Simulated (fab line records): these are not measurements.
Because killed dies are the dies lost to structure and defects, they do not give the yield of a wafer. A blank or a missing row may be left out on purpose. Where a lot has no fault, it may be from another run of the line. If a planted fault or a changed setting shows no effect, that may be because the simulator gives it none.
fab line records	flow gf180mcu	part 1 of 2: steps 1 to 27 of 40
[record] lots = 5	wafers = 15	last_day = 33
route steps=602 shown SAB@264 SALICIDE@278 CONTACT@287
lots that met no fault: from a run of the same line without faults
start_h: the number of hours between the record's first day and the start of the first shown wafer of the lot	wait_h: hours since the lot's step before	" repeats the value in the row above	L1.1+2: one row covering several wafers at once	- either no value or no given start	* or withheld: withheld	< > ~ a bound
route shown NAME@n: names a module that has steps shown in the file, with the first one's number in the route	usual: the fault-free wafers' mean and standard deviation	same: alike in all rows	chamber/n: place in a boat	sites: the reading at each site	_std_site: the standard deviation of these	_edge_site: inner sites' mean taken away from outer sites' mean	radius_mm: for every site, how far away it sits from the centre of the wafer	mask NAME#n: copy n	behind: the tool/chamber that last shaped the wafer	hold: why the lot went on hold/how many hours it stayed there/how the hold came to an end	device: the n, p or np transistor that did not switch	end of line: the same wafers' tests at the end of the route	a step with no rows: only its recipe	killed: not the wafer's yield, but the dies lost to structure and defects at the first sort	map: per-die view of a wafer (x killed, . not killed, _ where there is no die)
set.NAME: the setting that was run; set.NAME@STEP: the one run at that earlier step	model.NAME: the simulator's own value behind a step, which no gauge read
lots at some steps of the route; a table a step, a row a wafer
services: the hour from which a tool's chamber was out of use, counted from the record's first day as start_h (under 0 if before that day), plus the number of hours and why
[[steps]]
[step GF_SAB_CVD_00]
[recipe] material = SiO2	target_thk_nm = 50	precursor = TEOS	temp_c = 400	time_s = 4.9302	rf_w = 600
[usual] heater_power_w = 658/120	susceptor_temp_C = 400.01/0.22
lot.wafer	tool	chamber	start_h	wait_h	heater_power_w	susceptor_temp_C
L078.2	pecvd-01	2	355.06	0.1	642	399.85
L078.3	"	1	"	"	608	399.84
L078.4	"	0	"	"	536	400.14
L079.1	pecvd-01	0	369.58	0.3	574	399.88
L079.2	"	1	"	"	628	400.16
L079.5	"	0	"	"	570	400.18
L083.1	pecvd-01	1	401.57	0.1	558	400.16
L083.2	"	2	"	"	666	399.83
L083.3	"	0	"	"	482	400.01
L090.2	pecvd-04	2	464.17	0.1	536	400.05
L090.3	"	0	"	"	643	400.36
L090.4	"	0	"	"	660	400.17
L092.3	pecvd-02	1	483.07	0.1	665	400.21
L092.4	"	1	"	"	649	400.26
L092.5	"	2	"	"	769	400.18
[step GF_SAB_THK_MEAS_01]
[recipe] reads = SiO2_of_SAB_CVD_00
[usual] SAB_CVD_00_THK = 50.0/0.79
lot.wafer	tool	chamber	start_h	wait_h	SAB_CVD_00_THK[nm]
L078.2	film_metro-01	-	355.09	0.0	50.1
L078.3	"	-	"	"	49.6
L078.4	"	-	"	"	51.0
L079.1	film_metro-01	-	369.60	0.0	49.7
L079.2	"	-	"	"	49.9
L079.5	"	-	"	"	50.9
L083.1	film_metro-04	-	401.59	0.0	48.8
L083.2	"	-	"	"	49.3
L083.3	"	-	"	"	49.5
L090.2	film_metro-02	-	464.20	0.0	49.5
L090.3	"	-	"	"	49.6
L090.4	"	-	"	"	50.6
L092.3	film_metro-02	-	483.11	0.0	48.6
L092.4	"	-	"	"	49.0
L092.5	"	-	"	"	49.7
[step GF_SAB_DEHYDRATE_02]
[recipe] temp_c = 200	time_s = 60
lot.wafer	tool	chamber	start_h	wait_h
L078.2+3+4	litho_track-02	0	365.45	10.3
L079.1+2+5	litho_track-03	0	380.42	10.8
L083.1+2+3	litho_track-02	0	412.47	10.9
L090.2+3+4	litho_track-03	0	475.04	10.8
L092.3+4+5	litho_track-03	0	494.76	11.6
[step GF_SAB_HMDS_03]
[recipe] prime_time_s = 60	prime_temp_c = 120
lot.wafer	tool	chamber	start_h	wait_h
L078.2+3+4	litho_track-02	0	365.60	0.1
L079.1+2+5	litho_track-03	0	380.57	0.1
L083.1+2+3	litho_track-02	0	412.62	0.1
L090.2+3+4	litho_track-03	0	475.19	0.1
L092.3+4+5	litho_track-03	0	494.91	0.1
[step GF_SAB_COAT_04]
[recipe] resist = NOVOLAK	spin_rpm = 3000	resist_thk_nm = 1000
lot.wafer	tool	chamber	start_h	wait_h
L078.2+3+4	litho_track-02	0	365.75	0.1
L079.1+2+5	litho_track-03	0	380.72	0.1
L083.1+2+3	litho_track-02	0	412.77	0.1
L090.2+3+4	litho_track-03	0	475.34	0.1
L092.3+4+5	litho_track-03	0	495.06	0.1
[step GF_SAB_SOFTBAKE_05]
[recipe] temp_c = 90	time_s = 60	resist = NOVOLAK
lot.wafer	tool	chamber	start_h	wait_h
L078.2+3+4	litho_track-02	0	365.90	0.1
L079.1+2+5	litho_track-03	0	380.87	0.1
L083.1+2+3	litho_track-02	0	412.92	0.1
L090.2+3+4	litho_track-03	0	475.49	0.1
L092.3+4+5	litho_track-03	0	495.21	0.1
[step GF_SAB_EXPOSE_06]
[recipe] mask_id = SAB	target_cd_nm = 420	na = 0.6	source_shape = conventional	sigma_outer = 0.6	dose_mj = 140
[usual] exposure_dose_mJ_cm2 = 140.00/0.15
lot.wafer	tool	chamber	start_h	wait_h	mask	exposure_dose_mJ_cm2
L078.2	iline_stepper-02	0	-	-	SAB#0	140.08
L078.3	"	0	"	"	SAB#0	140.02
L078.4	"	0	"	"	SAB#0	140.13
L079.1	iline_stepper-01	0	-	-	SAB#0	139.78
L079.2	"	0	"	"	SAB#0	139.81
L079.5	"	0	"	"	SAB#0	139.67
L083.1	iline_stepper-01	0	-	-	SAB#0	140.02
L083.2	"	0	"	"	SAB#0	140.09
L083.3	"	0	"	"	SAB#0	140.25
L090.2	iline_stepper-02	0	-	-	SAB#0	140.00
L090.3	"	0	"	"	SAB#0	140.11
L090.4	"	0	"	"	SAB#0	139.76
L092.3	iline_stepper-02	0	-	-	SAB#0	139.93
L092.4	"	0	"	"	SAB#0	139.95
L092.5	"	0	"	"	SAB#0	139.81
[step GF_SAB_PEB_07]
[recipe] temp_c = withheld	time_s = *	resist = NOVOLAK
lot.wafer	tool	chamber	start_h	wait_h
L078.2+3+4	litho_track-04	0	-	-
L079.1+2+5	litho_track-03	0	-	-
L083.1+2+3	litho_track-03	0	-	-
L090.2+3+4	litho_track-04	0	-	-
L092.3+4+5	litho_track-04	0	-	-
[step GF_SAB_DEVELOP_08]
[recipe] develop_time_s = 60	dev_temp_c = 23
[same] develop_time_s = 60
lot.wafer	tool	chamber	start_h	wait_h
L078.2+3+4	litho_track-04	0	377.35	0.1
L079.1+2+5	litho_track-03	0	392.07	0.1
L083.1+2+3	litho_track-03	0	425.02	0.1
L090.2+3+4	litho_track-04	0	487.60	0.1
L092.3+4+5	litho_track-04	0	507.08	0.1
[step GF_SAB_CD_MEAS_09]
[recipe] target_cd_nm = 420
[usual] cd_nm = 420.5/2.5
lot.wafer	tool	chamber	start_h	wait_h	cd_nm
L078.2	cd_sem-02	-	377.50	0.1	421.0
L078.3	"	-	"	"	422.4
L078.4	"	-	"	"	421.2
L079.1	cd_sem-02	-	392.22	0.1	421.1
L079.2	"	-	"	"	418.7
L079.5	"	-	"	"	419.3
L083.1	cd_sem-02	-	425.17	0.1	422.8
L083.2	"	-	"	"	421.9
L083.3	"	-	"	"	424.4
L090.2	cd_sem-02	-	487.75	0.1	423.2
L090.3	"	-	"	"	424.3
L090.4	"	-	"	"	424.3
L092.3	cd_sem-01	-	507.22	0.1	414.5
L092.4	"	-	"	"	414.5
L092.5	"	-	"	"	414.0
[step GF_SAB_OVL_MEAS_10]
[usual] SAB_OVL = 0.1/1.2
lot.wafer	tool	chamber	start_h	wait_h	SAB_OVL[nm]
L078.2	overlay-02	-	377.61	0.1	-0.6
L078.3	"	-	"	"	-0.6
L078.4	"	-	"	"	-0.3
L079.1	overlay-02	-	392.34	0.1	0.9
L079.2	"	-	"	"	-0.2
L079.5	"	-	"	"	0.5
L083.1	overlay-01	-	425.29	0.1	0.9
L083.2	"	-	"	"	1.6
L083.3	"	-	"	"	1.1
L090.2	overlay-01	-	487.85	0.1	-1.0
L090.3	"	-	"	"	-2.5
L090.4	"	-	"	"	-0.3
L092.3	overlay-01	-	507.31	0.1	0.1
L092.4	"	-	"	"	0.6
L092.5	"	-	"	"	-0.2
[step GF_SAB_ETCH_11]
[recipe] chemistry = C4F8/O2/Ar	mask_material = NOVOLAK	target = SiO2	target_depth_nm = 55	source_w = 1500	bias_w = 1200	pressure_mtorr = 40	c4f8_flow_sccm = withheld	O2_flow_sccm = 6	Ar_flow_sccm = 300	time_s = 8.5
[usual] oes_product_au = 1.004/0.013
lot.wafer	tool	chamber	start_h	wait_h	oes_product_au	rf_hours_counter_h
L078.2	rie_diel-04	2	377.64	0.0	0.998	22
L078.3	"	0	"	"	1.006	27
L078.4	"	3	"	"	1.009	42
L079.1	rie_diel-01	2	392.37	0.0	0.982	1
L079.2	"	3	"	"	1.025	0
L079.5	"	1	"	"	1.000	-
L083.1	rie_diel-01	1	425.32	0.0	1.015	18
L083.2	"	2	"	"	0.996	2
L083.3	"	3	"	"	1.020	1
L090.2	rie_diel-01	1	487.88	0.0	1.014	20
L090.3	"	0	"	"	1.005	52
L090.4	"	2	"	"	0.999	4
L092.3	rie_diel-01	2	507.33	0.0	0.991	5
L092.4	"	3	"	"	1.013	4
L092.5	"	2	"	"	0.991	-
[step GF_SAB_WET_ETCH_12]
[recipe] chemistry = dHF	target_depth_nm = 22	dry = n2_spin	target = SiO2	temp_c = 25	dilution = 100:1	time_s = 440
[usual] bath_heat_duty_pct = 6.6/0.79	temp_c = 25.00/0.1
lot.wafer	tool	chamber	start_h	wait_h	bath_heat_duty_pct	temp_c
L078.2	wet_bench-03	2	377.66	0.0	5.4	24.99
L078.3	"	2	"	"	6.9	24.90
L078.4	"	2	"	"	5.5	25.04
L079.1	wet_bench-01	0	392.39	0.0	6.9	24.77
L079.2	"	0	"	"	6.2	24.73
L079.5	"	0	"	"	6.2	24.85
L083.1	wet_bench-01	0	425.34	0.0	5.7	24.93
L083.2	"	0	"	"	5.4	25.07
L083.3	"	0	"	"	6.8	25.08
L090.2	wet_bench-04	1	487.90	0.0	7.2	25.07
L090.3	"	1	"	"	7.4	25.00
L090.4	"	1	"	"	7.1	25.07
L092.3	wet_bench-01	1	507.35	0.0	8.2	24.97
L092.4	"	1	"	"	8.4	24.98
L092.5	"	1	"	"	8.3	24.84
[step GF_SAB_STRIP_13]
[recipe] chemistry = O2/N2	power_w = 1400	pressure_mtorr = 1500	platen_temp_c = 250	o2_flow_sccm = 3000	n2_flow_sccm = 300	overash_fraction = 0.5
[usual] drypump_motor_current_A = 5.9/0.4	heater_power_w = 343/41	oes_product_au = 0.710/0.0043	strip_time_to_endpoint_s = 12.62/0.033
lot.wafer	tool	chamber	start_h	wait_h	drypump_motor_current_A	heater_power_w	oes_product_au	rf_hours_counter_h	strip_time_to_endpoint_s
L078.2	plasma_asher-01	1	377.80	0.0	6.0	365	0.709	75	12.58
L078.3	"	1	"	"	6.0	375	0.706	-	12.61
L078.4	"	0	"	"	5.5	388	0.711	-	12.60
L079.1	plasma_asher-03	1	392.54	0.0	6.4	318	0.704	58	12.68
L079.2	"	0	"	"	6.4	385	0.712	58	12.61
L079.5	"	1	"	"	6.3	331	0.702	-	12.61
L083.1	plasma_asher-02	0	425.49	0.0	5.5	279	0.710	79	12.62
L083.2	"	1	"	"	5.5	314	0.709	79	12.62
L083.3	"	1	"	"	5.6	315	0.715	-	12.64
L090.2	plasma_asher-03	1	488.04	0.0	6.3	335	0.717	70	12.65
L090.3	"	0	"	"	6.4	386	0.712	-	12.69
L090.4	"	1	"	"	6.4	330	0.706	-	12.69
L092.3	plasma_asher-02	0	507.52	0.0	5.5	273	0.707	-	12.62
L092.4	"	1	"	"	5.5	308	0.707	-	12.60
L092.5	"	0	"	"	5.5	275	0.714	-	12.60
[step GF_SALICIDE_CLEAN_00]
[recipe] chemistry = SC1/SC2	mix = 1:4:20	temp_c = 70	time_s = 150
[usual] bath_heat_duty_pct = 14.3/1.5	temp_c = 69.99/0.12
lot.wafer	tool	chamber	start_h	wait_h	bath_heat_duty_pct	temp_c
L078.2	wet_bench-01	1	377.90	0.1	17.2	69.96
L078.3	"	1	"	"	18.7	70.10
L078.4	"	1	"	"	17.9	69.95
L079.1	wet_bench-03	0	392.64	0.1	14.9	69.79
L079.2	"	0	"	"	13.7	69.93
L079.5	"	0	"	"	13.4	70.03
L083.1	wet_bench-03	1	425.59	0.1	12.6	69.77
L083.2	"	1	"	"	13.5	69.97
L083.3	"	1	"	"	13.2	69.70
L090.2	wet_bench-01	2	488.14	0.1	15.5	69.98
L090.3	"	2	"	"	15.8	69.94
L090.4	"	2	"	"	16.7	70.03
L092.3	wet_bench-02	3	507.58	0.0	12.3	69.94
L092.4	"	3	"	"	12.5	69.99
L092.5	"	3	"	"	13.2	70.15
[step GF_SALICIDE_WET_ETCH_01]
[recipe] chemistry = dHF	target_depth_nm = 5	dry = ipa_marangoni	target = SiO2	temp_c = 25	dilution = 100:1	time_s = 100
[usual] bath_heat_duty_pct = 6.4/0.81	temp_c = 25.01/0.094
lot.wafer	tool	chamber	start_h	wait_h	bath_heat_duty_pct	temp_c
L078.2	wet_bench-03	2	377.95	0.0	5.5	25.15
L078.3	"	2	"	"	5.1	25.07
L078.4	"	2	"	"	6.6	25.11
L079.1	wet_bench-01	3	392.69	0.0	6.4	25.01
L079.2	"	3	"	"	6.3	24.97
L079.5	"	3	"	"	6.3	24.85
L083.1	wet_bench-02	3	425.64	0.0	6.0	24.91
L083.2	"	3	"	"	5.6	24.78
L083.3	"	3	"	"	5.2	24.92
L090.2	wet_bench-03	1	488.19	0.0	6.3	25.17
L090.3	"	1	"	"	5.4	25.08
L090.4	"	1	"	"	6.1	24.95
L092.3	wet_bench-03	0	507.64	0.0	6.4	24.99
L092.4	"	0	"	"	5.8	24.77
L092.5	"	0	"	"	6.6	25.06
[step GF_SALICIDE_SPUTTER_02]
[recipe] material = Co	target_thk_nm = 10	power_w = 1000	time_s = 20	chamber_pressure_pa = 0.4
[usual] throttle_valve_pct = 29.6/0.93
lot.wafer	tool	chamber	start_h	wait_h	throttle_valve_pct
L078.2	pvd_sputter-03	-	377.99	0.0	29.9
L078.3	"	-	"	"	29.2
L078.4	"	-	"	"	29.1
L079.1	pvd_sputter-03	-	392.73	0.0	30.1
L079.2	"	-	"	"	30.1
L079.5	"	-	"	"	30.2
L083.1	pvd_sputter-04	-	425.67	0.0	31.5
L083.2	"	-	"	"	29.4
L083.3	"	-	"	"	28.4
L090.2	pvd_sputter-04	-	488.22	0.0	30.3
L090.3	"	-	"	"	28.2
L090.4	"	-	"	"	28.1
L092.3	pvd_sputter-02	-	507.68	0.0	28.6
L092.4	"	-	"	"	29.4
L092.5	"	-	"	"	28.7
[step GF_SALICIDE_SPUTTER_03]
[recipe] material = TiN	target_thk_nm = 20	power_w = 6500	time_s = 16.7	chamber_pressure_pa = 0.4
[usual] throttle_valve_pct = 29.6/0.93
lot.wafer	tool	chamber	start_h	wait_h	throttle_valve_pct
L078.2	pvd_sputter-03	-	378.02	0.0	30.0
L078.3	"	-	"	"	29.2
L078.4	"	-	"	"	28.6
L079.1	pvd_sputter-03	-	392.75	0.0	30.0
L079.2	"	-	"	"	29.7
L079.5	"	-	"	"	30.0
L083.1	pvd_sputter-04	-	425.70	0.0	31.7
L083.2	"	-	"	"	29.5
L083.3	"	-	"	"	28.3
L090.2	pvd_sputter-04	-	488.25	0.0	30.6
L090.3	"	-	"	"	28.6
L090.4	"	-	"	"	28.5
L092.3	pvd_sputter-02	-	507.70	0.0	28.6
L092.4	"	-	"	"	29.6
L092.5	"	-	"	"	28.7
[step GF_SALICIDE_RS_MEAS_04]
[recipe] thk_meas_gauge = four-point-probe	reads = TiN_of_SALICIDE_SPUTTER_03+Co_of_SALICIDE_SPUTTER_02
[usual] SALICIDE_TIN_RS = 16.2/0.39
lot.wafer	tool	chamber	start_h	wait_h	SALICIDE_TIN_RS[ohm/sq]
L078.2	film_metro-02	-	378.06	0.0	16.6
L078.3	"	-	"	"	16.6
L078.4	"	-	"	"	16.2
L079.1	film_metro-03	-	392.78	0.0	16.5
L079.2	"	-	"	"	16.1
L079.5	"	-	"	"	16.9
L083.1	film_metro-02	-	425.73	0.0	16.5
L083.2	"	-	"	"	16.4
L083.3	"	-	"	"	16.2
L090.2	film_metro-03	-	488.30	0.0	16.0
L090.3	"	-	"	"	16.6
L090.4	"	-	"	"	16.3
L092.3	film_metro-01	-	507.77	0.1	16.2
L092.4	"	-	"	"	15.8
L092.5	"	-	"	"	15.9
[step GF_SALICIDE_THK_MEAS_05]
[recipe] thk_meas_gauge = xrf	reads = TiN_of_SALICIDE_SPUTTER_03
[usual] SALICIDE_TIN_THK = 20.1/0.36
lot.wafer	tool	chamber	start_h	wait_h	SALICIDE_TIN_THK[nm]
L078.2	film_metro-02	-	378.17	0.1	19.9
L078.3	"	-	"	"	20.0
L078.4	"	-	"	"	19.8
L079.1	film_metro-03	-	392.90	0.1	19.5
L079.2	"	-	"	"	20.5
L079.5	"	-	"	"	19.5
L083.1	film_metro-02	-	425.85	0.1	19.9
L083.2	"	-	"	"	20.3
L083.3	"	-	"	"	19.6
L090.2	film_metro-03	-	488.41	0.1	20.1
L090.3	"	-	"	"	20.0
L090.4	"	-	"	"	20.0
L092.3	film_metro-01	-	507.87	0.1	20.2
L092.4	"	-	"	"	19.8
L092.5	"	-	"	"	20.1
[step GF_SALICIDE_RTA_06]
[recipe] temp_c = 530	time_s = 30	ambient = N2
[usual] lamp_power_pct = 5.6/0.44	wafer_temp_C_max = 533.2/0.94
lot.wafer	tool	chamber	start_h	wait_h	lamp_power_pct	wafer_temp_C_max
L078.2	rtp_anneal-02	0	378.24	0.1	5.3	533.8
L078.3	"	0	"	"	5.3	533.2
L078.4	"	0	"	"	5.3	533.8
L079.1	rtp_anneal-02	0	392.96	0.1	5.3	533.2
L079.2	"	0	"	"	5.3	533.4
L079.5	"	0	"	"	5.3	535.5
L083.1	rtp_anneal-01	0	425.91	0.1	6.2	531.9
L083.2	"	0	"	"	6.3	531.6
L083.3	"	0	"	"	6.2	532.4
L090.2	rtp_anneal-02	0	488.47	0.1	5.3	533.4
L090.3	"	0	"	"	5.3	533.9
L090.4	"	0	"	"	5.3	534.3
L092.3	rtp_anneal-02	0	507.94	0.1	5.3	533.4
L092.4	"	0	"	"	5.3	532.7
L092.5	"	0	"	"	5.3	533.3
[step GF_SALICIDE_WET_ETCH_07]
[recipe] chemistry = SPM	target_depth_nm = 120	dry = n2_spin
lot.wafer	tool	chamber	start_h	wait_h
L078.2+3+4	wet_bench-02	0	378.32	0.1
L079.1+2+5	wet_bench-03	3	393.06	0.1
L083.1+2+3	wet_bench-03	2	426.01	0.1
L090.2+3+4	wet_bench-02	0	488.56	0.1
L092.3+4+5	wet_bench-01	3	508.01	0.1
[step GF_SALICIDE_RTA_08]
[recipe] temp_c = 800	time_s = 30	ambient = N2
[usual] lamp_power_pct = 16.4/1.3	wafer_temp_C_max = 803.9/1.4
lot.wafer	tool	chamber	start_h	wait_h	lamp_power_pct	wafer_temp_C_max
L078.2	rtp_anneal-02	0	378.43	0.0	14.7	805.3
L078.3	"	0	"	"	14.7	805.6
L078.4	"	0	"	"	14.7	805.4
L079.1	rtp_anneal-01	0	393.15	0.0	17.4	804.4
L079.2	"	0	"	"	17.4	803.2
L079.5	"	0	"	"	17.3	803.6
L083.1	rtp_anneal-01	0	426.10	0.0	17.4	802.7
L083.2	"	0	"	"	17.4	802.9
L083.3	"	0	"	"	17.3	803.6
L090.2	rtp_anneal-01	0	488.66	0.0	17.3	803.3
L090.3	"	0	"	"	17.3	804.1
L090.4	"	0	"	"	17.3	802.9
L092.3	rtp_anneal-01	0	508.13	0.0	17.3	802.6
L092.4	"	0	"	"	17.3	802.1
L092.5	"	0	"	"	17.4	803.1
[step GF_CONTACT_CVD_00]
[recipe] material = SiO2	target_thk_nm = 300	sigma_open_frac = 0.3	temp_c = 400	time_s = 50	sih4_flow_sccm = 60	pressure_mtorr = 6
[usual] susceptor_temp_C = 399.98/0.21
lot.wafer	tool	chamber	start_h	wait_h	susceptor_temp_C
L078.2	hdpcvd-01	1	378.51	0.1	399.70
L078.3	"	2	"	"	400.43
L078.4	"	2	"	"	400.42
L079.1	hdpcvd-02	0	393.25	0.1	400.20
L079.2	"	1	"	"	399.92
L079.5	"	0	"	"	400.03
L083.1	hdpcvd-01	1	426.20	0.1	400.04
L083.2	"	2	"	"	399.57
L083.3	"	1	"	"	400.20
L090.2	hdpcvd-01	0	488.75	0.1	399.72
L090.3	"	2	"	"	400.17
L090.4	"	2	"	"	400.00
L092.3	hdpcvd-01	2	508.20	0.1	400.33
L092.4	"	2	"	"	400.06
L092.5	"	1	"	"	400.29
[step GF_CONTACT_THK_MEAS_01]
[recipe] reads = SiO2_of_CONTACT_CVD_00
[usual] CONTACT_CVD_00_THK = 299/4.7
lot.wafer	tool	chamber	start_h	wait_h	CONTACT_CVD_00_THK[nm]
L078.2	film_metro-04	-	378.57	0.0	298
L078.3	"	-	"	"	299
L078.4	"	-	"	"	300
L079.1	film_metro-03	-	393.30	0.0	295
L079.2	"	-	"	"	293
L079.5	"	-	"	"	293
L083.1	film_metro-04	-	426.27	0.0	305
L083.2	"	-	"	"	305
L083.3	"	-	"	"	305
L090.2	film_metro-03	-	488.80	0.0	304
L090.3	"	-	"	"	304
L090.4	"	-	"	"	303
L092.3	film_metro-04	-	508.27	0.0	299
L092.4	"	-	"	"	300
L092.5	"	-	"	"	300
[step GF_CONTACT_CVD_02]
[recipe] material = SiO2	target_thk_nm = 860	precursor = TEOS	temp_c = 400	time_s = 95.992	rf_w = 600
[usual] heater_power_w = 701/96	susceptor_temp_C = 400.00/0.23
lot.wafer	tool	chamber	start_h	wait_h	heater_power_w	susceptor_temp_C
L078.2	pecvd-03	1	378.62	0.0	662	399.74
L078.3	"	0	"	"	701	400.66
L078.4	"	2	"	"	743	399.87
L079.1	pecvd-02	1	393.36	0.1	713	399.52
L079.2	"	0	"	"	807	400.34
L079.5	"	0	"	"	876	400.51
L083.1	pecvd-03	0	426.33	0.1	872	400.06
L083.2	"	2	"	"	801	400.18
L083.3	"	1	"	"	635	400.06
L090.2	pecvd-03	1	488.85	0.0	582	400.04
L090.3	"	0	"	"	827	399.67
L090.4	"	1	"	"	679	399.88
L092.3	pecvd-03	1	508.31	0.0	597	399.82
L092.4	"	2	"	"	616	400.16
L092.5	"	0	"	"	686	400.01
[step GF_CONTACT_THK_MEAS_03]
[recipe] reads = SiO2_of_CONTACT_CVD_02
[usual] CONTACT_CVD_02_THK = 860/13
lot.wafer	tool	chamber	start_h	wait_h	CONTACT_CVD_02_THK[nm]
L078.2	film_metro-03	-	378.70	0.0	837
L078.3	"	-	"	"	851
L078.4	"	-	"	"	869
L079.1	film_metro-04	-	393.43	0.0	864
L079.2	"	-	"	"	845
L079.5	"	-	"	"	850
L083.1	film_metro-03	-	426.40	0.0	866
L083.2	"	-	"	"	870
L083.3	"	-	"	"	859
L090.2	film_metro-01	-	488.93	0.0	842
L090.3	"	-	"	"	861
L090.4	"	-	"	"	857
L092.3	film_metro-01	-	508.40	0.1	849
L092.4	"	-	"	"	880
L092.5	"	-	"	"	874
